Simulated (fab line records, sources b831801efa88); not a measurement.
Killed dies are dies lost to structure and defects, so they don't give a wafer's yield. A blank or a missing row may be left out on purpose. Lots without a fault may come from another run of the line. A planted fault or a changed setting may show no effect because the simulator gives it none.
Chamber matching | flow gf180mcu | GF_PASSIVATION_CVD_02 on pecvd-01: 3 sister chambers
The step deposits Si3N4, target thk 700 nm, time 486.18 s. 6 wafers are shown with their chamber, then 12 later ones without.

WAFERS WITH THEIR CHAMBER
wafer  | chamber | heater_power_w (W) | susceptor_temp_C (C)
L088.1 | 0       | 755                | 399.89
L088.2 | 1       | 725                | 399.89
L088.4 | 2       | 803                | 399.62
L089.1 | 0       | 785                | 400.24
L089.2 | 1       | 655                | 400.24
L089.3 | 2       | 756                | 400.00

WAFERS WITHOUT THEIR CHAMBER
wafer  | heater_power_w (W) | susceptor_temp_C (C)
L091.2 | 723                | 400.18
L091.3 | 746                | 399.65
L091.6 | 742                | 400.33
L093.1 | 789                | 399.82
L093.2 | 852                | 399.81
L093.5 | 756                | 399.78
L095.1 | 798                | 400.02
L095.5 | 822                | 399.88
L095.6 | 715                | 399.99
L097.2 | 614                | 400.26
L097.4 | 674                | 399.77
L097.5 | 813                | 400.05

WHICH CHAMBER EACH WENT THROUGH
wafer  | from the rows above          | in truth
L091.2 | can't be placed: 1 or 0 or 2 | 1
L091.3 | can't be placed: 2 or 0 or 1 | 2
L091.6 | can't be placed: 0 or 1 or 2 | 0
L093.1 | can't be placed: 2 or 0      | 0
L093.2 | can't be placed: 2 or 0      | 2
L093.5 | can't be placed: 2 or 0 or 1 | 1
L095.1 | can't be placed: 0 or 2      | 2
L095.5 | can't be placed: 2 or 0      | 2
L095.6 | can't be placed: 1 or 0 or 2 | 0
L097.2 | 1                            | 1
L097.4 | can't be placed: 1 or 0 or 2 | 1
L097.5 | can't be placed: 0 or 2      | 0
Placed correctly: 1 of 12. Can't be placed from these rows: 11 (the true chamber is among the candidates in 11). Placed wrongly: 0.
How it was worked out, from the rows above alone: a wafer's distance from a chamber is the root of the sum, over the readings, of the square of ((its reading less the chamber's mean) divided by the reading's scatter). The wafer belongs to the nearest chamber; if the next one is less than 2 further off, it can't be placed. A chamber's mean is the mean of its shown wafers. The scatter: the root of (the sum of the squares of (reading less its chamber's mean) over the shown wafers, divided by (wafers less chambers)).
